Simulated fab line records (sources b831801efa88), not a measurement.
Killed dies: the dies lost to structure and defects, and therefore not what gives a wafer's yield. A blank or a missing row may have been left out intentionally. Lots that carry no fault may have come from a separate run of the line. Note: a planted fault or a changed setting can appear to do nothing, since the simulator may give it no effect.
8D (eight disciplines) problem report, filled in by code | flow gf180mcu | the parts of the form that need people (team, actions taken, sign-off) are left out

## 1. PROBLEM STATEMENT
On 3 wafers of 1 lot, run length s at GF_DUAL_GATE_WET_ETCH_12 has a mean of 52 s; fault-free wafers read 289 s, standard deviation 4.1. That puts it -58 standard deviations away from the usual mean.
The step: etches SiO2 in dHF, target depth 13 nm, time 260 s.
Seen first at day 13 21:35 on wet bench-02, wafer L980.1. The record has a number at this step for 39 wafers belonging to 13 lots. Rule for "out" (also "out of limits"): further than 4 standard deviations from the usual mean. The other wafers with a number count as sound.

## 2. WHAT IT IS; WHAT IT IS NOT
question                    | is                     | is not
which readings at this step | run length s           | -
which lots                  | L980                   | L962, L963, L965, L968, L969, L971, L972, L973, L974, L976, L977, L982
which wafers of those lots  | all that have a number | -
read on which tools         | wet bench-02           | wet bench-01, wet bench-04
when                        | from day 13 21:35      | up to then (33 sound wafers); but 3 sound wafers of L982 came after

## 3. THE SUSPECTS, EACH WITH WHAT RULES IT OUT
Counting: a tool stays on the suspect list if, at a process step up to the reading, it processed all lots that are out and no sound lot following the first of them.
- plasma asher-04 at GF_VT_IMPLANT_STRIP_31 (strips in O2/N2): kept. It ran the lot that is out, L980 (day 12 02:10), and no sound lot after that; its last sound lot up to then is L971 (day 9 21:46).
- wet bench-02 at GF_DUAL_GATE_WET_ETCH_12 (etches SiO2 in dHF, target depth 13 nm, time 260 s): kept. It ran the lot that is out, L980 (day 13 21:35), and no sound lot after that; its last sound lot up to then is L977 (day 12 21:41). Its own readings are out on those wafers: run length s.
Left after counting: plasma asher-04 at GF_VT_IMPLANT_STRIP_31, wet bench-02 at GF_DUAL_GATE_WET_ETCH_12.

## 4. THE CAUSE (what the simulator had put in)
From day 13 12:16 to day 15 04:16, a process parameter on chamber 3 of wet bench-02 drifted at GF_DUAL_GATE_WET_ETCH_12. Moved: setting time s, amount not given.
This tool is one of the 2 suspects left after counting.

## 5. THE CHAIN OF EFFECTS, in route order
Each row: a reading whose mean over the struck wafers that have a number lies more than 3 standard deviations from the usual. Only readings whose record carries a usual standard deviation are examined. hours: median over the lots of the time between each lot's start at the first step of this table that gives one and its start at this step. sigmas: the change, counted in usual standard deviations.
hours | step                     | reading      | usual | on struck wafers | change | sigmas
0     | GF_DUAL_GATE_WET_ETCH_12 | run length s | 289 s | 52               | -237   | -58
Here are the process steps it includes:
- GF_DUAL_GATE_WET_ETCH_12: etches SiO2 in dHF, target depth 13 nm, time 260 s.

## 6. WHAT WOULD HAVE CAUGHT IT SOONER
First out-of-limits reading in this record: day 13 21:35, which is 9 hours after fault onset at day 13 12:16.
